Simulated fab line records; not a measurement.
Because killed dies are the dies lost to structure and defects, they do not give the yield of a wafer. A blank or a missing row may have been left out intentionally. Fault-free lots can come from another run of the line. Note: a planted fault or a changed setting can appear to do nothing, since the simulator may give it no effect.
The same fault as seen by 2 desks :: flow gf180mcu :: each desk holds nothing but its own numbers, with what lay behind them at the end

FROM THE METROLOGY DESK
Lot by lot, what the gauges showed, no matter which tool ran the lot: averages of those sampled wafers that carry a number. A lot is out of limits, marked OUT, if its mean lies more than 4 standard deviations from the usual mean; the brackets give that distance.
Columns: A = M2_ALCU_RS at GF_M2_RS_MEAS_05, usual 0.0692 ohm/sq; B = M2_ALCU_THK at GF_M2_THK_MEAS_06, usual 456 nm
lot: L805
first seen here: day 17 23:40
A: 0.0690
B: 461

lot: L806
first seen here: day 18 05:26
A: 0.0707
B: 448

lot: L807
first seen here: day 18 22:35
A: 0.0684
B: 461

lot: L808
first seen here: day 19 11:42
A: 0.0684
B: 463

lot: L809
first seen here: day 19 17:01
A: 0.0683
B: 463

lot: L810
first seen here: day 20 02:01
A: 0.0699
B: 451

lot: L813
first seen here: day 21 16:10
A: 0.0695
B: 453

lot: L814
first seen here: day 22 13:55
A: 0.0687
B: 461

lot: L818
first seen here: day 23 15:31
A: 0.0719
B: 440

lot: L820
first seen here: day 23 22:07
A: 0.0734 (+4.5) OUT
B: 428 (-4.5) OUT

lot: L826
first seen here: day 25 19:05
A: 0.0690
B: 459

lot: L828
first seen here: day 26 06:22
A: 0.0691
B: 454
This desk's result: L820 out of limits, first on L820 (M2_ALCU_RS at GF_M2_RS_MEAS_05), day 23 22:07. In limits: L805, L806, L807, L808, L809, L810, L813, L814, L818, L826, L828.

FOR THE TOOL OWNER'S DESK: pvdSputter-03
The tool's own readings at GF_M2_SPUTTER_02 (material AlCu, target thk 450 nm, time 23.9 s): means of the sampled wafers that have a number, for each lot that ran on this tool. A lot is out of limits, marked OUT, if its mean lies more than 4 standard deviations from the usual mean; the brackets give that distance.
Columns: A = throttleValvePct at GF_M2_SPUTTER_02, usual 29.2 %
lot: L807
first seen here: day 18 22:29
A: 29.1

lot: L808
first seen here: day 19 11:37
A: 29.3

lot: L809
first seen here: day 19 16:55
A: 29.1

lot: L810
first seen here: day 20 01:55
A: 29.2

lot: L813
first seen here: day 21 16:03
A: 29.3

lot: L818
first seen here: day 23 15:23
A: 29.5

lot: L820
first seen here: day 23 21:53
A: 29.8
This desk's finding: nothing out of limits on any of the 7 lots.

ALL TOGETHER
An alarm was possible from the metrology desk at day 23 22:07, on L820.
Nothing out of limits was seen by the tool owner's desk.
The tool owner's desk has L820 on record, within its limits.
Of the lots named, all ran GF_M2_SPUTTER_02 on pvdSputter-03.

WHAT THE SIMULATOR HAD PUT IN
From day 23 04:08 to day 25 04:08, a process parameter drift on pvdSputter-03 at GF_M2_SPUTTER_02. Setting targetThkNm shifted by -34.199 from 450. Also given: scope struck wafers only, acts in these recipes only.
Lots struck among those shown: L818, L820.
Hours from the fault's start to each desk's first reading out of limits: the metrology desk, 18.
